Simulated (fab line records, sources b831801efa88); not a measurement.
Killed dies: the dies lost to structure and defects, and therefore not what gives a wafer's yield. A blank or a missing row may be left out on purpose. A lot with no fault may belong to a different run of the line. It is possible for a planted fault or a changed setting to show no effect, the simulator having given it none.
Which tool did it? -- flow sky130 -- 15 lots, 45 wafers sampled, at 6 steps of a route of 708

## WHAT THE GAUGES READ, wafer by wafer
SKY_LDD_P_CD_MEAS_07: the cd target is 380 nm. Usual: cd_nm at 379.8 nm, with a standard deviation of 2.7.
lot,measured,on,cd_nm (nm),flag
L758,day 19 08:00,cd_sem-02,379.9 380.5 381.0,
L759,day 19 20:35,cd_sem-01,381.8 381.2 381.1,
L761,day 20 20:05,cd_sem-01,382.5 378.5 381.5,
L760,day 20 21:35,cd_sem-02,379.2 378.9 380.2,
L762,day 21 10:08,cd_sem-02,378.6 376.1 376.2,
L765,day 22 10:09,cd_sem-02,376.5 375.4 376.4,
L766,day 22 23:26,cd_sem-02,379.1 378.2 379.9,
L767,day 23 04:28,cd_sem-02,381.5 379.6 379.0,
L772,day 24 23:38,cd_sem-01,377.4 378.9 378.7,
L773,day 25 07:43,cd_sem-02,380.1 380.5 380.7,
L774,day 25 19:48,cd_sem-02,379.5 381.2 382.4,
L776,day 26 11:02,cd_sem-01,382.7 383.2 382.1,
L777,day 26 12:34,cd_sem-02,374.1 377.7 377.8,
L778,day 26 21:35,cd_sem-02,378.3 380.9 378.2,
L779,day 27 03:09,cd_sem-01,379.1 378.9 378.9,

SKY_LDD_HVN_TW_MEAS_10. Usual: LDD_HVN_TW 1431, standard deviation 12.
lot,measured,on,LDD_HVN_TW,flag
L758,day 20 14:17,film_metro-04,1428 1444 1436,
L759,day 21 03:41,film_metro-02,1416 1426 1427,
L761,day 22 02:42,film_metro-02,1406 1410 1418,
L760,day 22 04:39,film_metro-04,1445 1442 1437,
L762,day 22 16:35,film_metro-01,1421 1419 1415,
L765,day 23 16:41,film_metro-04,30 30 30,OFF
L766,day 24 05:38,film_metro-04,30 30 30,OFF
L767,day 24 10:32,film_metro-01,30 30 30,OFF
L772,day 26 05:27,film_metro-01,1429 1424 1424,
L773,day 26 13:27,film_metro-02,1415 1413 1417,
L774,day 27 01:38,film_metro-02,1437 1437 1441,
L776,day 27 16:40,film_metro-02,1426 1421 1430,
L777,day 27 18:11,film_metro-04,1445 1455 1448,
L778,day 28 03:05,film_metro-04,1450 1449 1450,
L779,day 28 08:26,film_metro-01,1440 1439 1431,

SKY_LDD_LDN_OVL_MEAS_07. Usual: LDD_LDN_OVL -0.7 nm, standard deviation 1.3.
lot,measured,on,LDD_LDN_OVL (nm),flag
L758,day 23 03:11,overlay-02,-2.2 -1.8 -2.3,
L759,day 23 15:47,overlay-02,-1.5 -2.8 -3.3,
L761,day 24 14:30,overlay-01,1.3 1.7 1.0,
L760,day 24 15:48,overlay-02,-1.8 -0.7 -1.1,
L762,day 25 04:29,overlay-01,-1.2 -0.4 1.3,
L765,day 26 04:08,overlay-01,-1.6 -1.1 -0.5,
L766,day 26 15:44,overlay-02,0.3 -0.1 0.1,
L767,day 26 20:45,overlay-01,1.3 0.1 0.7,
L772,day 28 15:39,overlay-02,-2.1 -1.5 -1.0,
L773,day 28 23:11,overlay-01,-0.9 -2.0 -1.4,
L774,day 29 10:39,overlay-02,-0.5 -0.6 1.4,
L776,day 30 01:38,overlay-02,-1.9 -2.1 -1.0,
L777,day 30 02:18,overlay-02,-1.1 -0.9 -3.7,
L778,day 30 11:26,overlay-02,-0.7 -1.8 -0.2,
L779,day 30 15:47,overlay-01,0.3 1.7 1.1,

## WHAT TOOL EACH LOT RAN ON (gives the tool, then ch and the chambers of the sampled wafers, and finally the start)
lot,SKY_POLY_GATE_STRIP_18,SKY_LDD_P_STRIP_10,SKY_LDD_HVN_STRIP_09
L758,"plasma_asher-04 ch 0,1, day 16 14:35","plasma_asher-02 ch 0,1, day 19 08:18","plasma_asher-01 ch 0,1, day 20 14:11"
L759,"plasma_asher-04 ch 0,1, day 17 05:35","plasma_asher-01 ch 0,1, day 19 20:53","plasma_asher-03 ch 0,1, day 21 03:35"
L761,"plasma_asher-03 ch 0,1, day 18 03:28","plasma_asher-04 ch 0,1, day 20 20:23","plasma_asher-03 ch 0,1, day 22 02:37"
L760,"plasma_asher-04 ch 0,1, day 18 06:53","plasma_asher-04 ch 0,1, day 20 21:52","plasma_asher-01 ch 0,1, day 22 04:33"
L762,"plasma_asher-02 ch 0, day 18 18:20","plasma_asher-04 ch 0,1, day 21 10:26","plasma_asher-01 ch 0,1, day 22 16:29"
L765,"plasma_asher-02 ch 1, day 19 17:50","plasma_asher-04 ch 0,1, day 22 10:26","plasma_asher-02 ch 0, day 23 16:35"
L766,"plasma_asher-03 ch 0,1, day 20 08:29","plasma_asher-04 ch 0,1, day 22 23:44","plasma_asher-01 ch 0,1, day 24 05:32"
L767,"plasma_asher-03 ch 0,1, day 20 13:16","plasma_asher-04 ch 0,1, day 23 04:46","plasma_asher-03 ch 0,1, day 24 10:27"
L772,"plasma_asher-03 ch 0,1, day 22 09:01","plasma_asher-04 ch 0,1, day 24 23:56","plasma_asher-01 ch 0,1, day 26 05:22"
L773,"plasma_asher-02 ch 0,1, day 22 17:40","plasma_asher-02 ch 0,1, day 25 08:01","plasma_asher-03 ch 0,1, day 26 13:22"
L774,"plasma_asher-03 ch 1, day 23 04:47","plasma_asher-01 ch 1, day 25 20:05","plasma_asher-03 ch 0,1, day 27 01:31"
L776,"plasma_asher-04 ch 0,1, day 23 20:14","plasma_asher-04 ch 0,1, day 26 11:20","plasma_asher-02 ch 0,1, day 27 16:34"
L777,"plasma_asher-04 ch 0,1, day 23 23:40","plasma_asher-01 ch 0,1, day 26 12:52","plasma_asher-01 ch 0,1, day 27 18:06"
L778,"plasma_asher-04 ch 0,1, day 24 09:05","plasma_asher-04 ch 0,1, day 26 21:53","plasma_asher-03 ch 0,1, day 28 02:59"
L779,"plasma_asher-03 ch 0,1, day 24 14:44","plasma_asher-04 ch 0,1, day 27 03:26","plasma_asher-01 ch 0,1, day 28 08:20"
- SKY_POLY_GATE_STRIP_18: strips in O2/N2.
- SKY_LDD_P_STRIP_10: strips in O2/N2.
- SKY_LDD_HVN_STRIP_09: strips in O2/N2.

## WHAT THE TOOLS THEMSELVES READ (means of the sampled wafers that have a number; where no wafer has one, the mark that the record gives instead)
SKY_POLY_GATE_STRIP_18. Usual: chamber_pressure_mTorr 1500.2 mTorr, standard deviation 1.2; drypump_motor_current_A 5.8 A, standard deviation 0.48; oes_product_au 0.360 a.u., standard deviation 0.0047; strip_time_to_endpoint_s 3.16 s, standard deviation 0.058.
lot,tool,chamber_pressure_mTorr (mTorr),drypump_motor_current_A (A),oes_product_au (a.u.),strip_time_to_endpoint_s (s),flag
L758,plasma_asher-04,1499.1,5.4,0.360,3.11,
L759,plasma_asher-04,1499.6,5.1,0.362,3.13,
L761,plasma_asher-03,1499.7,6.2,0.358,3.18,
L760,plasma_asher-04,1501.2,5.1,0.352,3.10,
L762,plasma_asher-02,1500.4,5.8,0.363,3.20,
L765,plasma_asher-02,1500.7,6.0,0.363,3.14,
L766,plasma_asher-03,1500.9,6.2,0.357,3.14,
L767,plasma_asher-03,1499.2,6.2,0.360,3.15,
L772,plasma_asher-03,1500.2,6.2,0.368,3.22,
L773,plasma_asher-02,1498.9,5.9,0.361,3.14,
L774,plasma_asher-03,1500.9,6.2,0.360,3.16,
L776,plasma_asher-04,1500.5,5.1,0.358,3.10,
L777,plasma_asher-04,1498.9,5.4,0.358,3.13,
L778,plasma_asher-04,1501.7,5.4,0.362,3.22,
L779,plasma_asher-03,1499.2,6.2,0.358,3.16,

SKY_LDD_P_STRIP_10. Usual: chamber_pressure_mTorr 1499.9 mTorr, standard deviation 1.4; drypump_motor_current_A 5.5 A, standard deviation 0.38; oes_product_au 0.715 a.u., standard deviation 0.0045; strip_time_to_endpoint_s 14.18 s, standard deviation 0.044.
lot,tool,chamber_pressure_mTorr (mTorr),drypump_motor_current_A (A),oes_product_au (a.u.),strip_time_to_endpoint_s (s),flag
L758,plasma_asher-02,1500.7,5.9,0.716,14.12,
L759,plasma_asher-01,1499.7,5.6,0.716,14.21,
L761,plasma_asher-04,1499.9,5.4,0.720,14.17,
L760,plasma_asher-04,1500.6,5.1,0.715,14.20,
L762,plasma_asher-04,1500.3,5.4,0.717,14.26,
L765,plasma_asher-04,-,-,-,-,OFF
L766,plasma_asher-04,-,-,-,-,OFF
L767,plasma_asher-04,-,-,-,-,OFF
L772,plasma_asher-04,1499.5,5.1,0.714,14.19,
L773,plasma_asher-02,1500.7,5.9,0.714,14.21,
L774,plasma_asher-01,1498.6,5.3,0.716,14.14,
L776,plasma_asher-04,1499.4,5.1,0.715,14.20,
L777,plasma_asher-01,1499.5,5.6,0.713,14.22,
L778,plasma_asher-04,1499.9,5.4,0.715,14.18,
L779,plasma_asher-04,1500.0,5.4,0.714,14.11,

SKY_LDD_HVN_STRIP_09. Usual: chamber_pressure_mTorr 1500.1 mTorr, standard deviation 1.5; drypump_motor_current_A 5.8 A, standard deviation 0.35; oes_product_au 0.408 a.u., standard deviation 0.0047; strip_time_to_endpoint_s 4.130 s, standard deviation 0.015.
lot,tool,chamber_pressure_mTorr (mTorr),drypump_motor_current_A (A),oes_product_au (a.u.),strip_time_to_endpoint_s (s),flag
L758,plasma_asher-01,1500.6,5.4,0.407,4.140,
L759,plasma_asher-03,1500.3,6.2,0.402,4.112,
L761,plasma_asher-03,1499.9,6.2,0.409,4.119,
L760,plasma_asher-01,1500.5,5.4,0.408,4.133,
L762,plasma_asher-01,1502.0,5.4,0.410,4.128,
L765,plasma_asher-02,1500.2,5.8,0.714,21.791,OFF
L766,plasma_asher-01,1498.1,5.4,0.724,21.792,OFF
L767,plasma_asher-03,1501.5,6.2,0.713,21.737,OFF
L772,plasma_asher-01,1499.9,5.6,0.408,4.098,
L773,plasma_asher-03,1499.8,6.2,0.406,4.125,
L774,plasma_asher-03,1501.1,6.3,0.409,4.143,
L776,plasma_asher-02,1500.3,5.9,0.406,4.130,
L777,plasma_asher-01,1501.5,5.4,0.409,4.137,
L778,plasma_asher-03,1498.4,6.2,0.406,4.131,
L779,plasma_asher-01,1500.5,5.6,0.412,4.120,

## THE ANSWER, worked out from the rows above alone
Rule: take the mean of a lot's wafers that have a number; if it is more than 3 standard deviations from the usual mean, the lot is off. Also off: a lot with no number at a reading for which 4 or more lots have one. Any other lot the step has rows for is counted as sound. The gauges are gone through in route order, then the tools' own readings, and for those a lot's mean is taken as printed above. At the first step where some lot is off, the reading lying furthest off is the one used; lots without a number count as furthest.
Off: L765, L766, L767, seen at SKY_LDD_HVN_TW_MEAS_10 (LDD_HVN_TW).
A tool fits if, at a process step before that reading, it ran every lot that is off, and no sound lot after the first of them. Not tried: the gauges at SKY_LDD_HVN_TW_MEAS_10; whatever is off there is also off at SKY_LDD_P_STRIP_10, on other tools, and gauge error can't account for it. Not one of the candidates tried fits.

## WHAT HAD BEEN PUT IN BY THE SIMULATOR
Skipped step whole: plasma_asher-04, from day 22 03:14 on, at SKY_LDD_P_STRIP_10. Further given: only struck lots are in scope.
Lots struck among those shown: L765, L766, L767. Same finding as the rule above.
